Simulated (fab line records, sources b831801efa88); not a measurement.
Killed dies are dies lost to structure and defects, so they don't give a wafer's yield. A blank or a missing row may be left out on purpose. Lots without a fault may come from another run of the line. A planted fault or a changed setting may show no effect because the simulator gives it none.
A struck lot beside a sound one | flow gf180mcu | 21 steps out of a route of 602
Sound: wafers L939.4, L939.5, L939.6. Struck: wafers L950.3, L950.5, L950.6. The cause comes at the end.
At each step with rows: each side's tool, then ch and its chambers, then its first start. Under that, the readings that differ: sound wafers | struck wafers | difference of the means | sigmas: that difference in standard deviations of wafers without a fault.
alike: readings whose means differ by less than 2 such deviations, and words and numbers that are the same on both sides. not compared: withheld readings, readings that some wafer has no value for, bounds like >300 that may hide the same value, and numbers for which the record gives no deviation and whose values overlap.
The two part at a step that has a row with sigmas, a row that says differs or no value, or rows on one side only. Numbers that don't overlap but have no deviation are shown without sigmas and don't part them. A reading that every wafer of one side lacks parts them only if that side has two wafers or more.

first, 6 steps without rows for these wafers: GF_VT_IMPLANT_HMDS_23 (prime time 60 s); GF_VT_IMPLANT_COAT_24 (resist thk 1000 nm); GF_VT_IMPLANT_SOFTBAKE_25 (time 60 s); GF_VT_IMPLANT_EXPOSE_26 (exposes mask LVPWELL HV AREA, target cd 860 nm); GF_VT_IMPLANT_PEB_27; GF_VT_IMPLANT_DEVELOP_28 (develop time 60 s).
GF_VT_IMPLANT_OVL_MEAS_29:
  sound on overlay-02, day 7 03:51; struck on overlay-02, day 10 03:21
  alike: VT_IMPLANT_02_OVL
then, 1 step without rows for these wafers: GF_VT_IMPLANT_IMPLANT_30.
GF_VT_IMPLANT_STRIP_31: strips in O2/N2.
  sound on plasma_asher-03 ch 0,1, day 7 04:03; struck on plasma_asher-03 ch 0,1, day 10 03:34
  reading                      | sound             | struck            | difference | sigmas
  strip_time_to_endpoint_s (s) | 12.62 12.61 12.65 | 12.68 12.70 12.72 | +0.07      | +2
  alike: drypump_motor_current_A, heater_power_w, oes_product_au
  not compared: rf_hours_counter_h
GF_VT_IMPLANT_TW_MEAS_32:
  sound on film_metro-04, day 7 04:09; struck on film_metro-03, day 10 03:38
  alike: VT_IMPLANT_3_TW
then, 2 steps without rows for these wafers: GF_VT_IMPLANT_DEHYDRATE_33 (time 60 s); GF_VT_IMPLANT_HMDS_34 (prime time 60 s).
GF_VT_IMPLANT_COAT_35: resist thk 1000 nm.
  sound on litho_track-03 ch 0, day 7 11:23; struck on litho_track-01 ch 0, day 10 11:17
  reading                                         | sound          | struck            | difference | sigmas
  model.NOVOLAK_of_VT_IMPLANT_COAT_35.thk_nm (nm) | 1002 1001 1004 | 976.9 975.9 975.5 | -26.2      |
  alike: exhaust_pa
then, 3 steps without rows for these wafers: GF_VT_IMPLANT_SOFTBAKE_36 (time 60 s); GF_VT_IMPLANT_EXPOSE_37 (exposes mask Nwell HV AREA, target cd 860 nm); GF_VT_IMPLANT_PEB_38.
GF_VT_IMPLANT_DEVELOP_39: develop time 60 s.
  sound on litho_track-03 ch 0, day 7 19:32; struck on litho_track-03 ch 0, day 10 19:48
  reading                                         | sound          | struck            | difference | sigmas
  model.NOVOLAK_of_VT_IMPLANT_COAT_35.thk_nm (nm) | 1002 1000 1003 | 976.5 975.5 975.1 | -26.0      |
  alike: exhaust_pa
GF_VT_IMPLANT_OVL_MEAS_40:
  sound on overlay-02, day 7 19:37; struck on overlay-01, day 10 19:55
  alike: VT_IMPLANT_03_OVL
then, 1 step without rows for these wafers: GF_VT_IMPLANT_IMPLANT_41.
GF_VT_IMPLANT_STRIP_42: strips in O2/N2.
  sound on plasma_asher-02 ch 0,1, day 7 19:49; struck on plasma_asher-02 ch 0,1, day 10 20:07
  reading                      | sound             | struck            | difference | sigmas
  strip_time_to_endpoint_s (s) | 12.66 12.64 12.67 | 12.35 12.37 12.35 | -0.30      | -9
  alike: drypump_motor_current_A, heater_power_w, oes_product_au
  not compared: rf_hours_counter_h
GF_VT_IMPLANT_TW_MEAS_43:
  sound on film_metro-03, day 7 19:55; struck on film_metro-04, day 10 20:13
  alike: VT_IMPLANT_4_TW

WHERE THEY PART
First at GF_VT_IMPLANT_STRIP_31; last, within this record, at GF_VT_IMPLANT_STRIP_42. Later steps at which nothing parts them and some readings are alike: GF_VT_IMPLANT_TW_MEAS_43.

WHY: what the simulator had put in
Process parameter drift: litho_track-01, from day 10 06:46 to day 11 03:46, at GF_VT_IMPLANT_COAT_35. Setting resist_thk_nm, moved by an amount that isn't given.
